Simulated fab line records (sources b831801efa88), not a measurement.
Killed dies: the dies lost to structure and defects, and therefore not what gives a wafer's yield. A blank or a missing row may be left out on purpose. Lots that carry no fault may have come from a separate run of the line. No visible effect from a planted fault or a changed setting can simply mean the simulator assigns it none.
A lot that was struck, set against a sound lot ; flow sky130 ; 15 out of 708 route steps
Sound: wafers L944.2, L944.4, L944.6. Wafers struck: L952.1, L952.2, L952.5. Last of all comes the cause.
Each step with rows lists, per side, the tool, then ch with its chambers, then its first start. Under that, the readings that differ: sound wafers ; struck wafers ; difference of the means ; sigmas: that difference in standard deviations of wafers without a fault.
alike: readings with means less than 2 such deviations apart, plus words and numbers identical on both sides. not compared: withheld readings, readings lacking a value on some wafer, bounds such as >300 that could conceal the same value, and numbers that have no deviation in the record and whose values overlap.
Wherever a step has rows on one side only, a row that says differs or no value, or a row with sigmas, the two part there. Numbers that don't overlap but have no deviation are shown without sigmas and don't part them. Lack of a reading on every wafer of one side parts them only where that side has two or more wafers.

first, 5 steps without rows for these wafers: SKY_VIA4_COAT_06 (resist thk 1140 nm); SKY_VIA4_SOFTBAKE_07 (time 60 s); SKY_VIA4_EXPOSE_08 (exposes mask VIM4, target cd 800 nm); SKY_VIA4_PEB_09; SKY_VIA4_DEVELOP_10 (develop time 60 s).
SKY_VIA4_OVL_MEAS_11:
  sound on overlay-02 at day 43 11:02; struck on overlay-01 at day 45 02:34
  alike: VIA4_OVL
SKY_VIA4_ETCH_12: etches SiO2 in C4F8/O2/Ar, stops on TiN, target depth 580 nm.
  sound on rie_diel-01 ch 0,1, day 43 11:04; struck on rie_diel-02 ch 0,2,3, day 45 02:37
  alike: oes_product_au
SKY_VIA4_STRIP_13: strips in O2/N2.
  sound on plasma_asher-02 ch 0,1, day 43 11:08; struck on plasma_asher-02 ch 0,1, day 45 02:41
  alike: drypump_motor_current_A, oes_product_au, strip_time_to_endpoint_s
  not compared: rf_hours_counter_h
then, 3 steps without rows for these wafers: SKY_VIA4_STRIP_14 (strips in post etch residue remover, time 1200 s); SKY_VIA4_CLEAN_15 (cleans in IPA, time 180 s); SKY_VIA4_CLEAN_16 (cleans in O3/DIW).
SKY_VIA4_SPUTTER_17: material TiN, target thk 20 nm, time 80 s.
  sound on pvd_sputter-01 at day 43 11:44; struck on pvd_sputter-02 at day 45 03:16
  alike: throttle_valve_pct
SKY_VIA4_CVD_18: deposits W, target thk 505 nm, time 152.14 s.
  sound on cvd_w-02 ch 0, day 43 11:47; struck on cvd_w-02 ch 0,1, day 45 03:39
  alike: heater_power_w
SKY_VIA4_RS_MEAS_19: a four-point-probe measurement.
  sound on film_metro-02 at day 43 11:58; struck on film_metro-03 at day 45 04:05
reading;sound;struck;difference;sigmas
VIA4_W_RS (ohm/sq);0.2242 0.2260 0.2260;0.1131 0.1141 0.1144;-0.1115;-37
SKY_PAD_OPEN_PROBE_99:
  sound wafers here have rows in the record (prober-01, day 46 08:57); struck ones have none

== WHERE THEY PART ==
Last at SKY_PAD_OPEN_PROBE_99 as far as this record goes, first at SKY_VIA4_RS_MEAS_19.

WHY: the cause the simulator had injected
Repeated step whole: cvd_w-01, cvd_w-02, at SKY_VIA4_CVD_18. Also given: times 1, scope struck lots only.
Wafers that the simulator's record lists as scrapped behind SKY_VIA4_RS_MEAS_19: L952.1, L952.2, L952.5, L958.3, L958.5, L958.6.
